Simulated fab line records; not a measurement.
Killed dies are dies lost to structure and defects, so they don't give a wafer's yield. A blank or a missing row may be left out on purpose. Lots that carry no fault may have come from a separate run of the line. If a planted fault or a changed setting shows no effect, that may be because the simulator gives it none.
One fault through the eyes of 2 desks ; flow gf180mcu ; what lay behind the numbers comes last; until then each desk has only its own

== TOOL OWNER'S DESK, pecvd-01 ==
The tool's own readings at GF_V3_CVD_02 (deposits SiO2 from TEOS, target thk 850 nm, time 96.24 s): means of the sampled wafers that have a number, for each lot that ran on this tool. If a lot's mean is further than 4 standard deviations from the usual mean, the lot is out of limits and carries the mark OUT (the distance appears in the brackets).
Columns: A = heater-power-w at GF_V3_CVD_02, usual 723 W
lot;first seen here;A
L182;day 23 02:46;811
L183;day 24 01:05;765
L186;day 24 09:05;771
L187;day 24 13:59;746
L199;day 28 07:50;783
L201;day 28 23:38;823
Finding of this desk: none of the 6 lots has anything out of limits.

== METROLOGY DESK ==
What the gauges read for every lot (on any tool): the sampled wafers with a number, averaged. If a lot's mean is further than 4 standard deviations from the usual mean, the lot is out of limits and carries the mark OUT (the distance appears in the brackets).
Columns: A = M3_ALCU_RS at GF_M3_RS_MEAS_05, usual 0.0696 ohm/sq; B = V3_CVD_02_THK at GF_V3_THK_MEAS_03, usual 859 nm; C = cd-nm at GF_V3_CD_MEAS_14, usual 259.8 nm
lot;first seen here;A;B;C
L182;day 22 02:21;0.0699;856;259.6
L183;day 23 01:04;0.0700;852;257.2
L185;day 23 04:34;0.0699;872;259.7
L186;day 23 09:49;0.0698;682 (-15) OUT;260.4
L187;day 23 15:28;0.0702;675 (-15) OUT;260.0
L189;day 24 08:46;0.0693;865;259.6
L195;day 26 04:28;0.0700;867;259.5
L198;day 27 05:20;0.0694;859;259.3
L199;day 27 11:17;0.0693;857;259.9
L200;day 27 15:53;0.0700;876;259.0
L201;day 28 03:21;0.0686;858;261.4
This desk's result: L186, L187 out of limits, first on L186 (V3_CVD_02_THK at GF_V3_THK_MEAS_03), day 24 09:12. L182, L183, L185, L189, L195, L198, L199, L200, L201 stayed within limits.

== PUT TOGETHER ==
At day 24 09:12 the metrology desk could have sounded an alarm, on L186, L187.
The desk of the tool owner found nothing out of limits.
Tool owner's desk: L186, L187 on record, inside its limits.
The lots listed all ran GF_V3_CVD_02 on pecvd-01.

== WHAT THE SIMULATOR HAD INSERTED ==
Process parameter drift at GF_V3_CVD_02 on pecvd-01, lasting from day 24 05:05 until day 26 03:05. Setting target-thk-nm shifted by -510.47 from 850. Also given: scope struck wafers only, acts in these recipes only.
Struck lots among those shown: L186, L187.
Delay in hours, fault start to first out-of-limits reading, per desk: metrology desk 4.
